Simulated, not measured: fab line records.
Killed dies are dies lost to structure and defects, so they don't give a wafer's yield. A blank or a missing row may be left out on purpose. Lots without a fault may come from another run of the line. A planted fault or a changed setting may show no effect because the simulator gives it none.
One fault seen from 2 desks || flow sky130 || each desk holds nothing but its own numbers, with what lay behind them at the end

== TOOL OWNER'S DESK, lithoTrack-02 ==
The tool's own readings at SKY_METAL4_DEVELOP_12 (develop time 60 s): means of the sampled wafers that have a number, for each lot that ran on this tool. Any lot whose mean is over 4 standard deviations away from the usual mean is out of limits and marked OUT; that distance is given in the brackets.
Columns: A = developerTempC at SKY_METAL4_DEVELOP_12, usual 21.00 C
{"lot": "L693", "first seen here": "day 44 18:00", "A": "20.25 (-5.8) OUT"}
{"lot": "L694", "first seen here": "day 45 02:00", "A": "20.18 (-6.3) OUT"}
{"lot": "L695", "first seen here": "day 45 04:00", "A": "20.08 (-7.1) OUT"}
{"lot": "L704", "first seen here": "day 47 11:00", "A": 21.11}
{"lot": "L705", "first seen here": "day 47 16:00", "A": 20.91}
Finding of this desk: L693, L694, L695 out of limits; the first was L693 at day 44 18:00, on developerTempC at SKY_METAL4_DEVELOP_12. In limits: L704, L705.

== THE METROLOGY DESK ==
Lot by lot, what the gauges showed, no matter which tool ran the lot: averages of those sampled wafers that carry a number. Any lot whose mean is over 4 standard deviations away from the usual mean is out of limits and marked OUT; that distance is given in the brackets.
Columns: A = LOCAL_INTERCONNECT_TIN_THK at SKY_LOCAL_INTERCONNECT_THK_MEAS_02, usual 100.0 nm
{"lot": "L686", "first seen here": "day 30 06:38", "A": 99.6}
{"lot": "L687", "first seen here": "day 30 18:29", "A": 101.5}
{"lot": "L693", "first seen here": "day 32 22:26", "A": 99.5}
{"lot": "L694", "first seen here": "day 33 05:44", "A": 99.8}
{"lot": "L695", "first seen here": "day 33 12:43", "A": 102.8}
{"lot": "L698", "first seen here": "day 34 13:04", "A": 100.0}
{"lot": "L700", "first seen here": "day 35 01:14", "A": 98.0}
{"lot": "L701", "first seen here": "day 35 09:52", "A": 101.6}
{"lot": "L702", "first seen here": "day 35 20:46", "A": 99.9}
{"lot": "L704", "first seen here": "day 36 09:10", "A": 100.0}
{"lot": "L706", "first seen here": "day 36 12:31", "A": 99.5}
{"lot": "L705", "first seen here": "day 36 14:20", "A": 99.3}
Finding of this desk: none of the 12 lots has anything out of limits.

== TAKEN TOGETHER ==
The tool owner's desk had the chance to raise an alarm at day 44 18:00 on L693, L694, L695.
From the metrology desk's view, nothing was out of limits.
The metrology desk has L693, L694, L695 on record, within its limits.
The lots listed all ran SKY_METAL4_DEVELOP_12 on lithoTrack-02.

== WHAT WAS PUT IN BY THE SIMULATOR ==
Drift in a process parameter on lithoTrack-02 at SKY_METAL4_DEVELOP_12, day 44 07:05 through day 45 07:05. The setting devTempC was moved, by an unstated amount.
Struck lots among those shown: L693, L694, L695.
Time in hours from fault onset to the first out-of-limits reading at each desk: the tool owner's desk, 11.
